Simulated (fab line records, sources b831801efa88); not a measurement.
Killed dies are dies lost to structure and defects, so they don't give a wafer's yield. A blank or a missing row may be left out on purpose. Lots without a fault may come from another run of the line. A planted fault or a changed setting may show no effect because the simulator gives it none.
Chamber matching | flow gf180mcu | GF_V2_CMP_26 on cmp-01: 4 sister chambers
The step polishes, stops on SiO2, t overpolish 15 s, target thk 0 nm. 4 wafers are shown with their chamber, then 7 later ones without.

WAFERS WITH THEIR CHAMBER
wafer  | chamber | motor_current_A (A)
L869.1 | 3       | 9.1
L871.5 | 1       | 11.7
L871.6 | 2       | 10.4
L876.1 | 0       | 10.7

WAFERS WITHOUT THEIR CHAMBER
wafer  | motor_current_A (A)
L876.2 | 11.7
L876.3 | 10.5
L877.1 | 10.1
L877.3 | 11.6
L877.5 | 8.7
L878.1 | 10.3
L880.4 | 9.3

WHICH CHAMBER EACH WENT THROUGH
wafer  | from the rows above     | in truth
L876.2 | 1                       | 1
L876.3 | can't be placed: 2 or 0 | 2
L877.1 | can't be placed: 2 or 0 | 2
L877.3 | 1                       | 1
L877.5 | 3                       | 3
L878.1 | can't be placed: 2 or 0 | 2
L880.4 | 3                       | 3
Placed correctly: 4 of 7. Can't be placed from these rows: 3 (the true chamber is among the candidates in 3). Placed wrongly: 0.
How it was worked out, from the rows above alone: a wafer's distance from a chamber is the root of the sum, over the readings, of the square of ((its reading less the chamber's mean) divided by the reading's scatter). The wafer belongs to the nearest chamber; if the next one is less than 2 further off, it can't be placed. A chamber's mean is the mean of its shown wafers. The scatter: with one shown wafer a chamber, the root of the mean of the squares of how far each hidden wafer lies from its nearest shown one.
